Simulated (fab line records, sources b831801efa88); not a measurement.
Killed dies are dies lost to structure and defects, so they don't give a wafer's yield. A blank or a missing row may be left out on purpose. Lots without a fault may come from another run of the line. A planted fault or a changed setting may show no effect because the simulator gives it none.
A struck lot beside a sound one | flow sfq_line | 14 steps out of a route of 325
Sound: wafers L462.3, L462.4, L462.6. Struck: wafers L471.1, L471.4. (L471.2 of the same lot was not struck and is left out.) The cause comes at the end.
At each step with rows: each side's tool, then ch and its chambers, then its first start. Under that, the readings that differ: sound wafers | struck wafers | difference of the means | sigmas: that difference in standard deviations of wafers without a fault.
alike: readings whose means differ by less than 2 such deviations, and words and numbers that are the same on both sides. not compared: withheld readings, readings that some wafer has no value for, bounds like >300 that may hide the same value, and numbers for which the record gives no deviation and whose values overlap.
The two part at a step that has a row with sigmas, a row that says differs or no value, or rows on one side only. Numbers that don't overlap but have no deviation are shown without sigmas and don't part them. A reading that every wafer of one side lacks parts them only if that side has two wafers or more.

first, 2 steps without rows for these wafers: SFQ_TRILAYER_C5_STRIP_SOLV_CLEAN_156 (cleans in NMP, time 600 s); SFQ_TRILAYER_M6_DEP_PRE_CLEAN_158 (time 22.5 s).
SFQ_TRILAYER_M6_DEP_SPUTTER_157: material Nb, target thk 200 nm, time 133.3 s.
  sound on pvd_sputter-06, day 77 00:46; struck on pvd_sputter-05, day 79 14:31
  alike: base_pressure_pa, throttle_valve_pct
SFQ_M6_RS_MEAS_938: measures by four-point-probe.
  sound on film_metro-02, day 77 00:54; struck on film_metro-03, day 79 14:37
  reading           | sound             | struck      | difference | sigmas
  M6_NB_RS (ohm/sq) | 0.906 0.909 0.903 | 0.883 0.881 | -0.024     | -3
then, 6 steps without rows for these wafers: SFQ_TRILAYER_M6_LITHO_COAT_164 (resist thk 60.96 nm); SFQ_TRILAYER_M6_LITHO_COAT_159 (resist thk 600 nm); SFQ_TRILAYER_M6_LITHO_SOFTBAKE_163; SFQ_TRILAYER_M6_LITHO_EXPOSE_160 (exposes mask M6, target cd 500 nm); SFQ_TRILAYER_M6_LITHO_PEB_162 (peb time 60 s); SFQ_TRILAYER_M6_LITHO_DEVELOP_161 (time 60 s).
SFQ_M6_OVL_MEAS_940:
  sound on overlay-02, day 77 15:58; struck on overlay-01, day 79 17:02
  alike: M6_OVL
SFQ_TRILAYER_M6_BARC_OPEN_METAL_ETCH_206: etches BARC in O2, target depth 125 nm, time 41.7 s.
  sound on rie_metal-02 ch 0,1, day 77 16:01; struck on rie_metal-02 ch 1, day 79 17:04
  reading                                             | sound             | struck      | difference                    | sigmas
  bias_w (W)                                          | 79.88 79.77 79.96 | - -         | no value on the struck wafers |
  oes_product_au (a.u.)                               | 0.671 0.672 0.674 | 0.752 0.754 | +0.081                        | +16
  run_length_s (s)                                    | 69.7 70.5 70.4    | 64.3 64.3   | -5.9                          | -8
  model.KrF_of_TRILAYER_M6_LITHO_COAT_159.thk_nm (nm) | 523.6 521.7 522.1 | 530.7 531.3 | +8.5                          |
  alike: drypump_motor_current_A, he_backside_leak_sccm
  not compared: rf_hours_counter_h
SFQ_TRILAYER_M6_ETCH_METAL_ETCH_162: etches Nb in Cl2/Ar, stops on SiO2, target depth 240 nm, time 120 s.
  sound on rie_metal-02 ch 0,1, day 77 16:06; struck on rie_metal-02 ch 1, day 79 17:08
  reading                                             | sound             | struck    | difference | sigmas
  model.KrF_of_TRILAYER_M6_LITHO_COAT_159.thk_nm (nm) | 381.2 380.8 379.8 | 388 391.1 | +9         |
  alike: bias_w, drypump_motor_current_A, he_backside_leak_sccm, oes_product_au, run_length_s
  not compared: rf_hours_counter_h
SFQ_TRILAYER_M6_STRIP_STRIP_163: strips in O2.
  sound on rie_metal-02 ch 0,1, day 77 16:23; struck on rie_metal-02 ch 1, day 79 17:16
  alike: drypump_motor_current_A, he_backside_leak_sccm, oes_product_au
  not compared: rf_hours_counter_h

WHERE THEY PART
First at SFQ_M6_RS_MEAS_938; last, within this record, at SFQ_TRILAYER_M6_BARC_OPEN_METAL_ETCH_206. Later steps at which nothing parts them and some readings are alike: SFQ_TRILAYER_M6_ETCH_METAL_ETCH_162, SFQ_TRILAYER_M6_STRIP_STRIP_163.

WHY: what the simulator had put in
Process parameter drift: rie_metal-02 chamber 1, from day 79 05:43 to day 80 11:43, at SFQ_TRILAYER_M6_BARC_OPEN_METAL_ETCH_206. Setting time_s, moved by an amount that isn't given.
